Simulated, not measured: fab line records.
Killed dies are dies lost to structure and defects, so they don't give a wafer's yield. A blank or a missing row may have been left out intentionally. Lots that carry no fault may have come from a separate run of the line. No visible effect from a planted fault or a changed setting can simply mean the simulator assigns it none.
Chamber matching :: flow sky130 :: 4 sister chambers for SKY_POLY_GATE_ETCH_17 on rieSi-01
The step etches poly-Si in HBr/Cl2, stops on SiO2, target depth 180 nm, time 70.5 s. 8 wafers are shown with their chamber, then 7 later ones without.

## WAFERS WITH THEIR CHAMBER
wafer: L539.2
chamber: 2
drypumpMotorCurrentA (A): 6.7
oesProductAu (a.u.): 0.985

wafer: L544.3
chamber: 1
drypumpMotorCurrentA (A): 5.9
oesProductAu (a.u.): 0.987

wafer: L544.5
chamber: 3
drypumpMotorCurrentA (A): 6.1
oesProductAu (a.u.): 0.995

wafer: L545.1
chamber: 0
drypumpMotorCurrentA (A): 5.5
oesProductAu (a.u.): 0.982

wafer: L545.4
chamber: 3
drypumpMotorCurrentA (A): 6.1
oesProductAu (a.u.): 0.989

wafer: L545.6
chamber: 0
drypumpMotorCurrentA (A): 5.6
oesProductAu (a.u.): 0.992

wafer: L548.2
chamber: 2
drypumpMotorCurrentA (A): 6.7
oesProductAu (a.u.): 0.983

wafer: L548.4
chamber: 1
drypumpMotorCurrentA (A): 5.9
oesProductAu (a.u.): 0.998

## WAFERS WITH NO CHAMBER GIVEN
wafer: L548.6
drypumpMotorCurrentA (A): 6.7
oesProductAu (a.u.): 0.988

wafer: L551.1
drypumpMotorCurrentA (A): 5.5
oesProductAu (a.u.): 0.985

wafer: L551.4
drypumpMotorCurrentA (A): 6.1
oesProductAu (a.u.): 0.993

wafer: L551.6
drypumpMotorCurrentA (A): 5.5
oesProductAu (a.u.): 0.985

wafer: L557.4
drypumpMotorCurrentA (A): 6.1
oesProductAu (a.u.): 0.989

wafer: L557.5
drypumpMotorCurrentA (A): 6.1
oesProductAu (a.u.): 0.985

wafer: L557.6
drypumpMotorCurrentA (A): 6.7
oesProductAu (a.u.): 0.976

## EACH ONE'S CHAMBER
wafer: L548.6
from the rows above: 2
in truth: 2

wafer: L551.1
from the rows above: 0
in truth: 0

wafer: L551.4
from the rows above: 3
in truth: 3

wafer: L551.6
from the rows above: 0
in truth: 0

wafer: L557.4
from the rows above: 3
in truth: 3

wafer: L557.5
from the rows above: 3
in truth: 3

wafer: L557.6
from the rows above: 2
in truth: 2
7 of 7 placed correctly. Can't be placed from these rows: 0. Wrongly placed: 0.
How it was worked out, from the rows above alone: a wafer's distance from a chamber is the root of the sum, over the readings, of the square of ((its reading less the chamber's mean) divided by the reading's scatter). The wafer belongs to the nearest chamber; if the next one is less than 2 further off, it can't be placed. Each chamber's mean is taken over the wafers shown for it. The scatter is the square root of a quotient: the sum, over the shown wafers, of each reading's squared deviation from its chamber's mean, divided by wafers minus chambers.
